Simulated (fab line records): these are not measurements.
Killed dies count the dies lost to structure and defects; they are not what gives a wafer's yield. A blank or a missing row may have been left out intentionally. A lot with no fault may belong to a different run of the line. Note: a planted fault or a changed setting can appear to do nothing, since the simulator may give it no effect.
8D (eight disciplines) problem report, filled in by code ; flow gf180mcu ; the parts of the form that need people (team, actions taken, sign-off) are left out

== 1. WHAT IS WRONG ==
NSD_RS at GF_PSD_RS_MEAS_14 reads a mean of 40.97 ohm/sq on 6 wafers of 2 lots; wafers without a fault read 46.10 ohm/sq with a standard deviation of 0.095. Relative to the usual mean, that is a shift of -54 standard deviations.
The step: measures by four-point-probe.
First observed at day 16 19:55: wafer L118.2, on film_metro-01. The record holds 36 wafers of 12 lots with a number at this step. Rule for "out", or "out of limits": more than 4 standard deviations from the usual mean. All remaining wafers that have a number are taken as sound.

== 2. WHAT IT IS; WHAT IT IS NOT ==
question;is;is not
which readings at this step;NSD_RS;-
which lots;L118, L121;L110, L125, L126, L127, L128, L129, L130, L131, L132, L133
which wafers of those lots;all that have a number;-
read on which gauges;film_metro-01, film_metro-02;film_metro-03
when;from day 16 19:55;"up to then (3 sound wafers); but 27 sound wafers of L125, L126, L127, L128, L129, L130, L131, L132, L133 came after"

== 3. SUSPECTS, AND WHAT RULES EACH OUT ==
Counting: a tool stays on the suspect list if, at a process step up to the reading, it processed all lots that are out and no sound lot following the first of them.
- the gauge at GF_PSD_RS_MEAS_14 has been ruled out. Those wafers that are out were read across 2 gauges (film_metro-01, film_metro-02).
- rtp_anneal-02 at GF_PSD_RTA_13 (time 20 s): ruled out as a lasting fault. The sound lots L133 went through it after L118, its earliest lot that is out (day 16 19:49).
Left after counting: nothing in the record.

== 4. THE CAUSE (what the simulator had put in) ==
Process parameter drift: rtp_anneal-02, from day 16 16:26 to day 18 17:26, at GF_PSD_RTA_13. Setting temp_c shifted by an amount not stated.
It was ruled out by counting, in error; the rule expects a fault to strike all lots run on its tool from its start on, and this fault did not.

== 5. THE EFFECT CHAIN, in route order ==
One row per reading whose mean, taken over the struck wafers that have a number, lies over 3 standard deviations from the usual. Only readings for which the record gives a usual standard deviation are gone through. hours: the time from each lot's start at the first step in this table that gives one to its start at this step, as a median over the lots. sigmas: the change in usual standard deviations.
hours;step;reading;usual;on struck wafers;change;sigmas
0;GF_PSD_RTA_13;lamp_power_pct;33.0 %;38.2;+5.2;+3.3
0;GF_PSD_RTA_13;wafer_temp_C_max;1030.6;1063.2;+32.6;+23
0;GF_PSD_RS_MEAS_14;NSD_RS;46.10 ohm/sq;40.97;-5.13;-54
0;GF_PSD_RS_MEAS_15;PSD_RS;108.6 ohm/sq;93.8;-14.8;-46
The process steps in it:
- GF_PSD_RTA_13: time 20 s.

== 6. WHAT WOULD HAVE CAUGHT IT SOONER ==
Counted from the fault's start at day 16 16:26, it took 3 hours until the first out-of-limits reading at a measuring or inspecting step in this record, taken at day 16 19:55.
The tool's own readings at GF_PSD_RTA_13 were out on every struck wafer that the step has a row for (wafer_temp_C_max): an alarm limit on them would have fired on the first of those.
